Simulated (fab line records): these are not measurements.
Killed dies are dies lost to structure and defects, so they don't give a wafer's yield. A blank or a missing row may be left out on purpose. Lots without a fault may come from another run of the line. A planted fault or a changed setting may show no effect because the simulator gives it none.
Which tool did it? :: flow gf180mcu :: 12 lots with 34 wafers sampled at 5 steps, on a route of 602 steps

WHAT THE GAUGES READ, wafer by wafer
GF_M4_CD_MEAS_14 targets a cd of 280 nm. Usual: cd_nm reads 279.7 nm (standard deviation 1.2).
lot: L316
measured: day 23 19:46
on: cd_sem-01
cd_nm (nm): 279.7 280.2 277.9
flag: 

lot: L319
measured: day 25 00:28
on: cd_sem-02
cd_nm (nm): 281.8 282.8 281.1
flag: 

lot: L321
measured: day 25 15:34
on: cd_sem-01
cd_nm (nm): 280.9 280.5 280.7
flag: 

lot: L322
measured: day 26 05:58
on: cd_sem-01
cd_nm (nm): 277.9 278.1 278.1
flag: 

lot: L325
measured: day 27 08:39
on: cd_sem-01
cd_nm (nm): 280.8 280.7
flag: 

lot: L326
measured: day 27 23:13
on: cd_sem-01
cd_nm (nm): 278.5 279.4
flag: 

lot: L327
measured: day 28 03:23
on: cd_sem-02
cd_nm (nm): 278.6 280.5 280.0
flag: 

lot: L331
measured: day 28 23:23
on: cd_sem-01
cd_nm (nm): 280.6 279.2 279.6
flag: 

lot: L333
measured: day 29 11:44
on: cd_sem-01
cd_nm (nm): 278.4 279.9 278.0
flag: 

lot: L335
measured: day 29 22:12
on: cd_sem-02
cd_nm (nm): 279.2 280.0 280.1
flag: 

lot: L336
measured: day 30 04:41
on: cd_sem-01
cd_nm (nm): 278.8 278.3 279.1
flag: 

lot: L337
measured: day 30 09:25
on: cd_sem-02
cd_nm (nm): 279.5 279.9 280.0
flag: 

GF_V4_OVL_MEAS_15. Usual: V4_OVL typically reads 2 nm, with standard deviation 5.6.
lot: L316
measured: day 24 19:37
on: overlay-02
V4_OVL (nm): -2 -1 -5
flag: 

lot: L319
measured: day 25 23:46
on: overlay-01
V4_OVL (nm): 1 4 -1
flag: 

lot: L321
measured: day 26 14:13
on: overlay-01
V4_OVL (nm): 1 -1 -1
flag: 

lot: L322
measured: day 27 05:16
on: overlay-02
V4_OVL (nm): -2 5 0
flag: 

lot: L325
measured: day 28 06:31
on: overlay-02
V4_OVL (nm): 3 8
flag: 

lot: L326
measured: day 28 20:13
on: overlay-01
V4_OVL (nm): 11 3
flag: 

lot: L327
measured: day 29 01:04
on: overlay-01
V4_OVL (nm): -4 -1 1
flag: 

lot: L331
measured: day 29 19:10
on: overlay-01
V4_OVL (nm): 5 6 2
flag: 

lot: L333
measured: day 30 07:53
on: overlay-02
V4_OVL (nm): 5 3 3
flag: 

lot: L335
measured: day 30 17:31
on: overlay-02
V4_OVL (nm): 0 -6 -3
flag: 

lot: L336
measured: day 31 00:23
on: overlay-01
V4_OVL (nm): -9 -5 -12
flag: 

lot: L337
measured: day 31 04:41
on: overlay-01
V4_OVL (nm): 7 2 3
flag: 

TOOL THAT RAN EACH LOT (tool first, then ch and the chambers of the sampled wafers, then the start)
lot: L316
GF_V3_SPUTTER_21: pvd_sputter-04, day 22 20:34
GF_M4_METAL_ETCH_16: rie_metal-01 ch 0,1, day 23 19:55
GF_M4_STRIP_17: plasma_asher-02 ch 0,1, day 23 20:03

lot: L319
GF_V3_SPUTTER_21: pvd_sputter-03, day 24 01:43
GF_M4_METAL_ETCH_16: rie_metal-02 ch 0, day 25 00:38
GF_M4_STRIP_17: plasma_asher-02 ch 0,1, day 25 00:51

lot: L321
GF_V3_SPUTTER_21: pvd_sputter-03, day 24 16:49
GF_M4_METAL_ETCH_16: rie_metal-01 ch 1, day 25 15:44
GF_M4_STRIP_17: plasma_asher-02 ch 0,1, day 25 15:57

lot: L322
GF_V3_SPUTTER_21: pvd_sputter-03, day 25 07:16
GF_M4_METAL_ETCH_16: rie_metal-02 ch 0,1, day 26 06:06
GF_M4_STRIP_17: plasma_asher-03 ch 0,1, day 26 06:13

lot: L325
GF_V3_SPUTTER_21: pvd_sputter-03, day 26 10:46
GF_M4_METAL_ETCH_16: rie_metal-02 ch 1, day 27 08:48
GF_M4_STRIP_17: plasma_asher-03 ch 1, day 27 08:56

lot: L326
GF_V3_SPUTTER_21: pvd_sputter-02, day 27 01:26
GF_M4_METAL_ETCH_16: rie_metal-02 ch 0,1, day 27 23:22
GF_M4_STRIP_17: plasma_asher-04 ch 0, day 27 23:30

lot: L327
GF_V3_SPUTTER_21: pvd_sputter-04, day 27 05:59
GF_M4_METAL_ETCH_16: rie_metal-03 ch 1, day 28 03:32
GF_M4_STRIP_17: plasma_asher-03 ch 0, day 28 03:40

lot: L331
GF_V3_SPUTTER_21: pvd_sputter-02, day 28 02:14
GF_M4_METAL_ETCH_16: rie_metal-01 ch 0,1, day 28 23:32
GF_M4_STRIP_17: plasma_asher-02 ch 0,1, day 28 23:40

lot: L333
GF_V3_SPUTTER_21: pvd_sputter-03, day 28 16:10
GF_M4_METAL_ETCH_16: rie_metal-01 ch 0,1, day 29 11:53
GF_M4_STRIP_17: plasma_asher-02 ch 0,1, day 29 12:01

lot: L335
GF_V3_SPUTTER_21: pvd_sputter-03, day 29 02:26
GF_M4_METAL_ETCH_16: rie_metal-03 ch 0,1, day 29 22:21
GF_M4_STRIP_17: plasma_asher-03 ch 0,1, day 29 22:29

lot: L336
GF_V3_SPUTTER_21: pvd_sputter-03, day 29 08:59
GF_M4_METAL_ETCH_16: rie_metal-01 ch 0, day 30 04:53
GF_M4_STRIP_17: plasma_asher-04 ch 0,1, day 30 05:05

lot: L337
GF_V3_SPUTTER_21: pvd_sputter-04, day 29 13:53
GF_M4_METAL_ETCH_16: rie_metal-02 ch 0,1, day 30 09:32
GF_M4_STRIP_17: plasma_asher-02 ch 0,1, day 30 09:40
- GF_V3_SPUTTER_21: material Ti, target thk 15 nm, time 80.02 s.
- GF_M4_METAL_ETCH_16: etches the open film in Cl2/BCl3, stops on SiO2, target depth 750.8 nm, time 125.1 s.
- GF_M4_STRIP_17: strips in O2/N2.

WHAT THE TOOLS THEMSELVES READ (means of the sampled wafers that have a number; where no wafer has one, the mark that the record gives instead)
GF_V3_SPUTTER_21. Usual: substrate_temp_c 199.99 C, standard deviation 0.16; throttle_valve_pct 30.3 %, standard deviation 1.4.
lot: L316
tool: pvd_sputter-04
substrate_temp_c (C): 200.02
throttle_valve_pct (%): 31.2
flag: 

lot: L319
tool: pvd_sputter-03
substrate_temp_c (C): 200.01
throttle_valve_pct (%): 29.6
flag: 

lot: L321
tool: pvd_sputter-03
substrate_temp_c (C): 200.05
throttle_valve_pct (%): 29.4
flag: 

lot: L322
tool: pvd_sputter-03
substrate_temp_c (C): 200.05
throttle_valve_pct (%): 30.6
flag: 

lot: L325
tool: pvd_sputter-03
substrate_temp_c (C): 199.84
throttle_valve_pct (%): 29.6
flag: 

lot: L326
tool: pvd_sputter-02
substrate_temp_c (C): 200.00
throttle_valve_pct (%): 29.2
flag: 

lot: L327
tool: pvd_sputter-04
substrate_temp_c (C): 200.16
throttle_valve_pct (%): 31.2
flag: 

lot: L331
tool: pvd_sputter-02
substrate_temp_c (C): 200.08
throttle_valve_pct (%): 30.3
flag: 

lot: L333
tool: pvd_sputter-03
substrate_temp_c (C): 200.09
throttle_valve_pct (%): 29.5
flag: 

lot: L335
tool: pvd_sputter-03
substrate_temp_c (C): 199.90
throttle_valve_pct (%): 28.5
flag: 

lot: L336
tool: pvd_sputter-03
substrate_temp_c (C): 199.99
throttle_valve_pct (%): 29.5
flag: 

lot: L337
tool: pvd_sputter-04
substrate_temp_c (C): 199.92
throttle_valve_pct (%): 31.6
flag: 

GF_M4_METAL_ETCH_16. Usual: drypump_motor_current_A 6.0 A, standard deviation 0.41; oes_product_au 0.989 a.u., standard deviation 0.0054; rf_fwd_power_W 795.9 W, standard deviation 2.6; throttle_valve_pct 28.230 %, standard deviation 0.01.
lot: L316
tool: rie_metal-01
drypump_motor_current_A (A): 5.7
oes_product_au (a.u.): 0.991
rf_fwd_power_W (W): 795.5
throttle_valve_pct (%): 28.239
flag: 

lot: L319
tool: rie_metal-02
drypump_motor_current_A (A): 5.5
oes_product_au (a.u.): 0.991
rf_fwd_power_W (W): 794.9
throttle_valve_pct (%): 28.231
flag: 

lot: L321
tool: rie_metal-01
drypump_motor_current_A (A): 5.5
oes_product_au (a.u.): 0.997
rf_fwd_power_W (W): 801.3
throttle_valve_pct (%): 28.216
flag: 

lot: L322
tool: rie_metal-02
drypump_motor_current_A (A): 6.2
oes_product_au (a.u.): 0.990
rf_fwd_power_W (W): 793.6
throttle_valve_pct (%): 28.236
flag: 

lot: L325
tool: rie_metal-02
drypump_motor_current_A (A): 6.6
oes_product_au (a.u.): 0.994
rf_fwd_power_W (W): 793.6
throttle_valve_pct (%): 28.223
flag: 

lot: L326
tool: rie_metal-02
drypump_motor_current_A (A): 6.0
oes_product_au (a.u.): 0.988
rf_fwd_power_W (W): 793.4
throttle_valve_pct (%): 28.215
flag: 

lot: L327
tool: rie_metal-03
drypump_motor_current_A (A): 6.1
oes_product_au (a.u.): 0.996
rf_fwd_power_W (W): 796.1
throttle_valve_pct (%): 28.234
flag: 

lot: L331
tool: rie_metal-01
drypump_motor_current_A (A): 6.0
oes_product_au (a.u.): 0.986
rf_fwd_power_W (W): 796.7
throttle_valve_pct (%): 28.224
flag: 

lot: L333
tool: rie_metal-01
drypump_motor_current_A (A): 6.0
oes_product_au (a.u.): 0.987
rf_fwd_power_W (W): 798.2
throttle_valve_pct (%): 28.236
flag: 

lot: L335
tool: rie_metal-03
drypump_motor_current_A (A): 6.1
oes_product_au (a.u.): 0.990
rf_fwd_power_W (W): 796.0
throttle_valve_pct (%): 28.217
flag: 

lot: L336
tool: rie_metal-01
drypump_motor_current_A (A): 6.3
oes_product_au (a.u.): 0.986
rf_fwd_power_W (W): 797.0
throttle_valve_pct (%): 28.233
flag: 

lot: L337
tool: rie_metal-02
drypump_motor_current_A (A): 5.9
oes_product_au (a.u.): 0.985
rf_fwd_power_W (W): 793.5
throttle_valve_pct (%): 28.232
flag: 

GF_M4_STRIP_17. Usual: drypump_motor_current_A 6.0 A, standard deviation 0.3; heater_power_w 311 W, standard deviation 29; oes_product_au 0.538 a.u., standard deviation 0.0044; strip_time_to_endpoint_s 7.38 s, standard deviation 0.044.
lot: L316
tool: plasma_asher-02
drypump_motor_current_A (A): 5.8
heater_power_w (W): 314
oes_product_au (a.u.): 0.539
strip_time_to_endpoint_s (s): 7.34
flag: 

lot: L319
tool: plasma_asher-02
drypump_motor_current_A (A): 6.0
heater_power_w (W): 311
oes_product_au (a.u.): 0.539
strip_time_to_endpoint_s (s): 7.41
flag: 

lot: L321
tool: plasma_asher-02
drypump_motor_current_A (A): 5.8
heater_power_w (W): 313
oes_product_au (a.u.): 0.538
strip_time_to_endpoint_s (s): 7.36
flag: 

lot: L322
tool: plasma_asher-03
drypump_motor_current_A (A): 6.1
heater_power_w (W): 357
oes_product_au (a.u.): 0.536
strip_time_to_endpoint_s (s): 7.42
flag: 

lot: L325
tool: plasma_asher-03
drypump_motor_current_A (A): 6.1
heater_power_w (W): 339
oes_product_au (a.u.): 0.498
strip_time_to_endpoint_s (s): 6.32
flag: OFF

lot: L326
tool: plasma_asher-04
drypump_motor_current_A (A): 6.0
heater_power_w (W): 286
oes_product_au (a.u.): 0.493
strip_time_to_endpoint_s (s): 6.27
flag: OFF

lot: L327
tool: plasma_asher-03
drypump_motor_current_A (A): 6.1
heater_power_w (W): 368
oes_product_au (a.u.): 0.532
strip_time_to_endpoint_s (s): 7.34
flag: 

lot: L331
tool: plasma_asher-02
drypump_motor_current_A (A): 6.0
heater_power_w (W): 309
oes_product_au (a.u.): 0.542
strip_time_to_endpoint_s (s): 7.46
flag: 

lot: L333
tool: plasma_asher-02
drypump_motor_current_A (A): 5.7
heater_power_w (W): 315
oes_product_au (a.u.): 0.535
strip_time_to_endpoint_s (s): 7.39
flag: 

lot: L335
tool: plasma_asher-03
drypump_motor_current_A (A): 6.1
heater_power_w (W): 346
oes_product_au (a.u.): 0.539
strip_time_to_endpoint_s (s): 7.38
flag: 

lot: L336
tool: plasma_asher-04
drypump_motor_current_A (A): 6.1
heater_power_w (W): 278
oes_product_au (a.u.): 0.542
strip_time_to_endpoint_s (s): 7.41
flag: 

lot: L337
tool: plasma_asher-02
drypump_motor_current_A (A): 6.0
heater_power_w (W): 308
oes_product_au (a.u.): 0.540
strip_time_to_endpoint_s (s): 7.46
flag: 

THE ANSWER, worked out from the rows above alone
Rule: lot off if the mean of its wafers having a number is beyond 3 standard deviations from the usual mean. A lot without any number at a reading at which 4 lots or more have one is off too. All remaining lots with rows at the step are treated as sound. The gauges are gone through in route order, then the tools' own readings, and for those a lot's mean is taken as printed above. At the first step where some lot is off, the reading lying furthest off is the one used; lots without a number count as furthest.
Off: L325, L326 (GF_M4_STRIP_17, strip_time_to_endpoint_s).
If a tool, at that step or one of the process steps before it, ran each lot that is off and ran no sound lot following the first of them, it fits. Not one of the candidates tried fits.

WHAT HAD BEEN PUT IN BY THE SIMULATOR
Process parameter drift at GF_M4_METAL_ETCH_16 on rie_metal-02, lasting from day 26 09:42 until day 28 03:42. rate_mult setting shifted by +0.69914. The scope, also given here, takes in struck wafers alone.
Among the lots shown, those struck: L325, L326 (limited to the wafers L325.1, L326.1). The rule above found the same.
